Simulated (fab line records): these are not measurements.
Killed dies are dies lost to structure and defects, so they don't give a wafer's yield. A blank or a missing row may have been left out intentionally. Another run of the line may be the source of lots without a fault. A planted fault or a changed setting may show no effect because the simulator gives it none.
A struck lot beside a sound one | flow sky130 | 14 out of 708 route steps
Sound: the wafers L935.1, L935.2, L935.3. Struck: wafers L941.1, L941.2, L941.3. Last of all comes the cause.
Per side, at each step with rows, come the tool, then ch with its chambers, and then its first start. Under that, the readings that differ: sound wafers | struck wafers | difference of the means | sigmas: that difference in standard deviations of wafers without a fault.
alike: readings with means less than 2 such deviations apart, plus words and numbers identical on both sides. not compared: withheld readings, readings lacking a value on some wafer, bounds such as >300 that could conceal the same value, and numbers that have no deviation in the record and whose values overlap.
Wherever a step has rows on one side only, a row that says differs or no value, or a row with sigmas, the two part there. Numbers that don't overlap but have no deviation are shown without sigmas and don't part them. A reading that every wafer of one side lacks parts them only if that side has two wafers or more.

first, 1 step without rows for these wafers: SKY_VT_ADJUST_HVTR_DEVELOP_06 (develop time 60 s).
SKY_VT_ADJUST_HVTR_CD_MEAS_07: target cd 380 nm.
  sound on cd-sem-02 at day 10 21:53; struck on cd-sem-01 at day 12 23:53
  alike: cd-nm
SKY_VT_ADJUST_HVTR_OVL_MEAS_08:
  sound on overlay-01 at day 10 22:01; struck on overlay-02 at day 13 00:00
  reading                 | sound       | struck         | difference | sigmas
  VT_ADJUST_HVTR_OVL (nm) | 0.0 0.7 0.5 | -1.2 -3.6 -2.9 | -3.0       | -2
then, 1 step without rows for these wafers: SKY_VT_ADJUST_HVTR_IMPLANT_09.
SKY_VT_ADJUST_HVTR_STRIP_10: strips in O2/N2.
  sound on plasma-asher-01 ch 0,1, day 10 22:11; struck on plasma-asher-01 ch 0,1, day 13 00:11
  alike: drypump-motor-current-A, oes-product-au, strip-time-to-endpoint-s
  not compared: rf-hours-counter-h
SKY_VT_ADJUST_HVTR_TW_MEAS_11:
  sound on film-metro-03 at day 10 22:17; struck on film-metro-03 at day 13 00:17
  alike: VT_ADJUST_HVTR_TW
then, 6 steps without rows for these wafers: SKY_VT_ADJUST_PCH_DEHYDRATE_00 (time 60 s); SKY_VT_ADJUST_PCH_HMDS_01 (prime time 60 s); SKY_VT_ADJUST_PCH_COAT_02 (resist thk 3000 nm); SKY_VT_ADJUST_PCH_SOFTBAKE_03; SKY_VT_ADJUST_PCH_EXPOSE_04 (exposes mask NWM, target cd 840 nm); SKY_VT_ADJUST_PCH_PEB_05.
SKY_VT_ADJUST_PCH_DEVELOP_06: develop time 60 s.
  struck on litho-track-03, day 14 00:00; sound on litho-track-01 ch 0, day 11 21:00
  no value came back on the struck wafers for chill-plate-temp-C (C), develop-time-s (s); on the sound wafers chill-plate-temp-C (C) reads 22.82 22.96 22.93
SKY_VT_ADJUST_PCH_OVL_MEAS_07:
  sound on overlay-01 at day 11 21:26; struck on overlay-02 at day 14 00:53
  reading                | sound       | struck | difference                    | sigmas
  VT_ADJUST_PCH_OVL (nm) | 3.2 1.6 2.6 | - - -  | no value on the struck wafers |

## WHERE THEY PART
First at SKY_VT_ADJUST_HVTR_OVL_MEAS_08; last, within this record, at SKY_VT_ADJUST_PCH_OVL_MEAS_07.

WHY: what had been put in by the simulator
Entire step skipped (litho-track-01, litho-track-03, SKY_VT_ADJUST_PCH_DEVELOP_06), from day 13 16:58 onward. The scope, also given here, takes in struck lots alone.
